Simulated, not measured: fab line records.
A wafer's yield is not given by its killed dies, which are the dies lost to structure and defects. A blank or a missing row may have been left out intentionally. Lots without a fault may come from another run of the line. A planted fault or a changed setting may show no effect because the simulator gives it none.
fab line records -- flow sky130
record: lots: 4, wafers: 12, lastDay: 47
route steps=708 shown VIA1@467 METAL2@483 VIA2@507 PAD_OPEN@708
lots with no fault: from the same line, run without faults
startH: hours from the record's first day to the start of the lot's first wafer shown -- waitH: hours elapsed since this lot's preceding step -- " identical to the entry in the row above -- L1.1+2: one row covering several wafers at once -- - either no value or no given start -- * or withheld: withheld -- < > ~ a bound
route shown NAME@n: names a module that has steps shown in the file, with the first one's number in the route -- usual: average and standard deviation across the fault-free wafers -- same: alike in all rows -- chamber/n: place in a boat -- sites: each site's reading -- _std_site: standard deviation across them -- _edge_site: outer sites' mean less inner sites' -- radiusMm: how far each site lies from the wafer's centre -- mask NAME#n: copy n -- behind: the last tool/chamber to shape the wafer -- hold: why the lot was held/for how many hours/how that ended -- device: names the non-switching transistor (n, p or np) -- end of line: the tests these same wafers got at the end of their route -- a step with no rows: only its recipe -- killed: count of dies lost to structure and defects at first sort (not the wafer's yield) -- map: per-die view of a wafer (x killed, . not killed, _ where there is no die)
set.NAME: setting as actually run; set.NAME@STEP: the setting as run at that earlier step -- model.NAME: the simulator's own value behind a step, which no gauge read
lots seen at some steps along the route; tables by step, rows by wafer
services: when a tool's chamber went out of use (startH, in hours from the record's first day, below 0 if earlier), for how many hours, and the reason
== steps ==
step: SKY_VIA1_EXPOSE_09
recipe: maskId: VIM, na: 0.8, sourceShape: annular, sigmaInner: 0.55, sigmaOuter: 0.85, targetCdNm: 150, doseMj: 38
step: SKY_VIA1_PEB_10
recipe: pebTempC: withheld, pebTimeS: withheld, resist: KrF-thick
step: SKY_VIA1_DEVELOP_11
recipe: developTimeS: 60, resist: KrF-thick, devTempC: 21
step: SKY_VIA1_ETCH_14
recipe: chemistry: N2/H2, target: BARC, ionEnergyEv: 200, sourceW: 500, biasW: 100, pressureMtorr: 30, n2FlowSccm: 100, h2FlowSccm: 200, stopOn: SiO2, timeS: 45.9, targetDepthA: 600
step: SKY_VIA1_ETCH_15
recipe: target: SiO2, chemistry: C4F8/O2/Ar, targetDepthNm: 351, stopOn: TiN, maskMaterial: KrF-thick, sourceW: 1500, biasW: 1200, pressureMtorr: 40, c4f8FlowSccm: withheld, O2_flow_sccm: 6, Ar_flow_sccm: 300, timeS: 54
step: SKY_VIA1_STRIP_16
recipe: chemistry: O2/N2, powerW: 1400, pressureMtorr: 1500, platenTempC: withheld, o2FlowSccm: 3000, n2FlowSccm: 300, overashFraction: 0.5
step: SKY_VIA1_STRIP_17
recipe: chemistry: postEtchResidueRemover, timeS: 1200, tempC: 72.5
step: SKY_VIA1_CLEAN_18
recipe: chemistry: IPA, timeS: 180, tempC: 25
step: SKY_VIA1_CLEAN_19
recipe: chemistry: O3/DIW, dry: n2Spin
step: SKY_VIA1_SPUTTER_20
recipe: material: TiN, targetThkNm: 20, chamberPressurePa: 5, powerW: 4000, timeS: 80
step: SKY_VIA1_CVD_21
recipe: material: W, targetThkNm: 270, timeS: 80.902, tempC: 400, pressureTorr: 40
usual: heaterPowerW: 879/29
lot.wafer,tool,chamber,startH,waitH,heaterPowerW
L737.3,cvdW-01,1,807.90,0.1,845
L737.4,cvdW-01,0,807.90,0.1,850
L737.6,cvdW-01,0,807.90,0.1,861
L738.3,cvdW-02,0,824.01,0.1,925
L738.4,cvdW-02,1,824.01,0.1,907
L738.5,cvdW-02,0,824.01,0.1,914
L743.2,cvdW-02,0,852.68,0.0,914
L743.3,cvdW-02,0,852.68,0.0,929
L743.5,cvdW-02,0,852.68,0.0,908
L745.3,cvdW-02,1,873.37,0.1,917
L745.4,cvdW-02,0,873.37,0.1,902
L745.5,cvdW-02,1,873.37,0.1,910
step: SKY_VIA1_CMP_24
recipe: stopOn: SiO2, tOverpolishS: 15, downForcePsi: 3.5, platenRpm: 60, targetThkNm: 0, padVelocityMS: 0.94248
step: SKY_METAL2_SPUTTER_00
recipe: material: Ti, targetThkNm: 15, powerW: 3000, timeS: 10, chamberPressurePa: 0.4
step: SKY_METAL2_SPUTTER_01
recipe: material: TiN, targetThkNm: 20, powerW: 6500, timeS: 16.7, chamberPressurePa: 0.4
step: SKY_METAL2_SPUTTER_02
recipe: material: AlCu, targetThkNm: 250, powerW: 10890, timeS: 13.3, chamberPressurePa: 0.4
step: SKY_METAL2_SPUTTER_03
recipe: material: Ti, targetThkNm: 5, powerW: 3000, timeS: 3.3, chamberPressurePa: 0.4
step: SKY_METAL2_SPUTTER_04
recipe: material: TiN, targetThkNm: 70, powerW: 6500, timeS: 58.3, chamberPressurePa: 0.4
step: SKY_METAL2_DEHYDRATE_07
recipe: tempC: 200, timeS: 60
step: SKY_METAL2_HMDS_08
recipe: primeTimeS: 60, primeTempC: 120
step: SKY_METAL2_COAT_09
recipe: resist: BARC, tempC: withheld, timeS: withheld, spinRpm: 3000, resistThkNm: 60
step: SKY_METAL2_COAT_10
recipe: resist: KrF-thick, spinRpm: 3000, resistThkNm: 450
step: SKY_METAL2_SOFTBAKE_11
recipe: tempC: 100, timeS: 90, resist: KrF-thick
step: SKY_METAL2_EXPOSE_12
recipe: maskId: MM2, na: 0.8, sourceShape: annular, sigmaInner: 0.55, sigmaOuter: 0.85, targetCdNm: 140, doseMj: 28
step: SKY_METAL2_PEB_13
recipe: pebTempC: withheld, pebTimeS: withheld, resist: KrF-thick
step: SKY_METAL2_DEVELOP_14
recipe: developTimeS: 60, resist: KrF-thick, devTempC: 21
step: SKY_METAL2_DESCUM_17
recipe: chemistry: O2, sourcePowerW: 150, biasPowerW: 0, pressureMtorr: 10, tempC: 40, timeS: 8
step: SKY_METAL2_ETCH_18
recipe: chemistry: N2/H2, target: BARC, ionEnergyEv: 200, biasW: 100, pressureMtorr: 30, n2FlowSccm: 100, h2FlowSccm: 200, icpW: 500, stopOn: SiO2, timeS: 45.9, targetDepthA: 600
step: SKY_METAL2_METAL_ETCH_19
recipe: targetDepthA: 3600, stopOn: SiO2, overEtchFrac: 0.3, timeS: 78, chemistry: Cl2/BCl3, resistSidewallDeg: 88, pressureMtorr: 10, icpW: 900, biasW: 48.5, Cl2_flow_sccm: 60, bcl3FlowSccm: 30
step: SKY_METAL2_STRIP_20
recipe: chemistry: O2/N2, powerW: 1400, pressureMtorr: 1500, platenTempC: withheld, o2FlowSccm: 3000, n2FlowSccm: 300, overashFraction: 0.5
step: SKY_METAL2_STRIP_21
recipe: chemistry: postEtchResidueRemover, timeS: 1200, tempC: 72.5
step: SKY_METAL2_CLEAN_22
recipe: chemistry: IPA, timeS: 180, tempC: 25
step: SKY_METAL2_CLEAN_23
recipe: chemistry: O3/DIW, dry: n2Spin
step: SKY_VIA2_HDPCVD_00
recipe: material: SiO2, targetThkNm: 1180, sigmaOpenFrac: 0.3, timeS: 196.7, tempC: 400, sih4FlowSccm: 60, pressureMtorr: 6
step: SKY_PAD_OPEN_PROBE_99
usual: defectLimitedYield: 82.6/1.7, killed_at_M0_to_M3: 43/6.5, killed_at_M4_up: 3.2/1.9, killedAtContacts: 25/5.5, killedAtFrontEnd: 14/4.2, killedAtOther: 0.2/0.44, killedDies: 85/8.5, killedOpen: 47/7, killedShort: 39/6.3, sort_bin_3_pad_short: 0.9/0.46, sort_bin_5_function: 10.3/1.4, sort_bin_6_memory: 6.2/1.2, sortNPass: 407/8.5, sortYieldPct: 82.6/1.7
same: grossDies: 492, killedAtBackSide: 0, sort_bin_4_leakage[%]: 0, sort_bin_8_speed[%]: 0
lot.wafer,tool,chamber,startH,waitH,defectLimitedYield[%],killed_at_M0_to_M3,killed_at_M4_up,killedAtContacts,killedAtFrontEnd,killedAtOther,killedDies,killedOpen,killedShort,sort_bin_3_pad_short[%],sort_bin_5_function[%],sort_bin_6_memory[%],sortNPass,sortYieldPct[%],model.etest.tester.sortNPass,model.etest.tester.sortYieldPct,model.etest.tester.sort_bin_5_pct,model.etest.tester.sort_bin_3_pct
L737.3,prober-01,-,1089.29,0.2,85.8,35,1,24,10,0,70,38,32,1.0,7.3,5.9,422,85.8,422,85.77,7.317,1.016
L737.4,prober-01,-,1089.34,0.2,80.1,56,4,21,17,0,98,55,43,0.4,10.2,9.3,394,80.1,394,80.08,10.16,0.4065
L737.6,prober-01,-,1089.44,0.2,83.3,37,1,30,12,2,82,44,38,0.6,9.3,6.7,410,83.3,410,83.33,9.35,0.6098
L738.3,prober-02,-,1103.09,0.2,82.3,44,5,17,20,1,87,33,54,1.2,8.9,7.5,405,82.3,405,82.32,8.943,1.22
L738.4,prober-02,-,1103.14,0.2,83.9,37,2,26,13,1,79,45,34,0.6,10.2,5.3,413,83.9,413,83.94,10.16,0.6098
L738.5,prober-02,-,1103.19,0.2,80.5,48,4,24,20,0,96,56,40,0,13.0,6.5,396,80.5,396,80.49,13.01,0
L743.2,prober-01,-,1124.59,0.1,73.6,91,2,23,14,0,130,44,29,3.5,18.7,4.3,362,73.6,362,73.58,18.7,3.455
L743.3,prober-01,-,1124.64,0.2,72.8,98,0,21,15,0,134,51,24,2.6,16.7,7.9,358,72.8,358,72.76,16.67,2.642
L743.5,prober-01,-,1124.74,0.2,75.6,84,4,22,10,0,120,40,25,2.0,15.0,7.3,372,75.6,372,75.61,15.04,2.033
L745.4,prober-02,-,1137.09,0.2,73.0,100,3,21,9,0,133,45,34,2.6,17.1,7.3,359,73.0,359,72.97,17.07,2.642
killed by level:class
L737.3 VIA1:geometricParticle:open=11 CONTACT:geometricParticle:open=8 LOCAL_INTERCONNECT:geometricParticle:short=6 VIA3:geometricParticle:open=6 POLY_GATE:geometricParticle:short=4 CONTACT:geometricParticle:short=4 VIA1:geometricParticle:short=4 FIELD_ISO:geometricParticle:open=3
L737.4 VIA1:geometricParticle:open=20 METAL1:geometricParticle:short=8 CONTACT:geometricParticle:open=7 VIA3:geometricParticle:open=7 LI_CONTACT:geometricParticle:open=5 POLY_GATE:geometricParticle:short=5 METAL2:geometricParticle:short=5 CONTACT:geometricParticle:short=5
L737.6 CONTACT:geometricParticle:open=12 VIA1:geometricParticle:open=8 LI_CONTACT:geometricParticle:open=7 METAL2:geometricParticle:short=7 METAL1:geometricParticle:short=6 FIELD_ISO:geometricParticle:open=5 LI_CONTACT:geometricParticle:short=4 LOCAL_INTERCONNECT:geometricParticle:short=4
L738.3 VIA3:geometricParticle:open=11 POLY_GATE:geometricParticle:short=7 FIELD_ISO:geometricParticle:short=6 CONTACT:geometricParticle:open=6 VIA3:geometricParticle:short=6 VIA1:geometricParticle:open=6 METAL1:geometricParticle:short=5 METAL4:geometricParticle:short=5
L738.4 CONTACT:geometricParticle:open=12 VIA1:geometricParticle:open=9 LI_CONTACT:geometricParticle:open=7 VIA1:geometricParticle:short=6 METAL2:geometricParticle:short=5 VIA3:geometricParticle:open=5 METAL3:geometricParticle:short=4 FIELD_ISO:geometricParticle:short=3
L738.5 VIA1:geometricParticle:open=11 VIA2:geometricParticle:open=9 CONTACT:geometricParticle:open=8 LI_CONTACT:geometricParticle:open=6 FIELD_ISO:geometricParticle:open=5 POLY_GATE:geometricParticle:open=5 METAL3:geometricParticle:short=5 POLY_GATE:geometricParticle:short=4
L743.2 VIA1:unspecified=57 VIA3:geometricParticle:open=11 CONTACT:geometricParticle:short=7 CONTACT:geometricParticle:open=7 LI_CONTACT:geometricParticle:open=6 VIA1:geometricParticle:open=5 VIA2:geometricParticle:open=5 POLY_GATE:geometricParticle:short=4
L743.3 VIA1:unspecified=59 CONTACT:geometricParticle:open=11 VIA1:geometricParticle:open=11 FIELD_ISO:geometricParticle:open=7 METAL2:geometricParticle:short=6 VIA2:geometricParticle:open=6 VIA3:geometricParticle:open=5 LI_CONTACT:geometricParticle:open=4
L743.5 VIA1:unspecified=55 CONTACT:geometricParticle:open=12 VIA1:geometricParticle:open=8 POLY_GATE:geometricParticle:short=6 LI_CONTACT:geometricParticle:open=6 VIA3:geometricParticle:open=5 METAL1:geometricParticle:short=4 METAL2:geometricParticle:short=4
L745.4 VIA1:unspecified=54 VIA1:geometricParticle:open=13 METAL1:geometricParticle:short=9 LI_CONTACT:geometricParticle:open=8 CONTACT:geometricParticle:open=8 VIA2:geometricParticle:open=7 VIA1:geometricParticle:short=5 METAL2:geometricParticle:short=5
map L743.3 (x killed, . not)
__________..x......._________
________x...x..x.....x_______
______...x....x..x..xxx._____
_____...........x....xx..____
____.....x.x...x.x...x....___
___...x......xx............__
__....xx..........x..x......_
_x....x.x.x....x.............
_..x..x.......x.........x.x.x
_..x...xx.......x..........x.
_....x.x....................x
_....x.........x.......x.....
_x...x...........x...........
_.x......xx..x......x..x.....
_.xx.........x.xxxx..........
__...x...x...xxxxx.xx....x.x_
___..x.......xxxxxxxx......__
____.x.x...x.xxxxxxxx.....___
_____.......xxxxxxxxxx..x____
______..x.xxxxxxxxxxx.x._____
________...xxxxxxxx..x_______
__________..xx..xxxx_________
map L745.4 (x killed, . not)
__________........x._________
________.........x...._______
______x..x..x......x...._____
_____.......x..........xx____
____x.............x.......___
___.x..xxxx.......x....x...__
__.xxxx....x..x.x.......xxx._
_x.xxx........x..............
_...x......xx.....x.....x...x
_..x......x..................
_x....x........x.......x...x.
_..x..............x.x........
_x....x.........x.x......xx..
_..xxx..........x............
_..x..x...x..x...x...........
__.x..xx...x..xxxxxx.x...x.._
___x........xxxxxxxxxx.....__
____.......xxxxxxxxxx....x___
_____x..x.x..xxxxxxxx....____
______x.....xxxxxxxx.x.._____
________x....xxxxxxx.._______
__________..x..xxxxx_________
== services ==
tool,chamber,startH,hours,kind
cvdW-02,1,824.78,15.4,repair
== key ==
firstSign: step: SKY_PAD_OPEN_PROBE_99, reading: killed_at_M0_to_M3, direction: up, sigmas: 7.8, usual: 43, struck: 93
effect: step: SKY_PAD_OPEN_PROBE_99, reading: killedDies, direction: up, sigmas: 5.2, usual: 85, struck: 129
modelEffect: step: SKY_PAD_OPEN_PROBE_99, value: etest.tester.sortNPass, without: 409.8, struck: 362.8
metAt SKY_VIA1_CVD_21
struckWafers L743.2,L743.3,L743.5,L745.4
onsetBetween 824.01 852.68
fault: kind: chamberParticleSource, tool: cvdW-02, chamber: 0, onsetH: 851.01, steps: SKY_VIA1_CVD_21, ratePerVisitCm2: 1.167, endH: 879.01
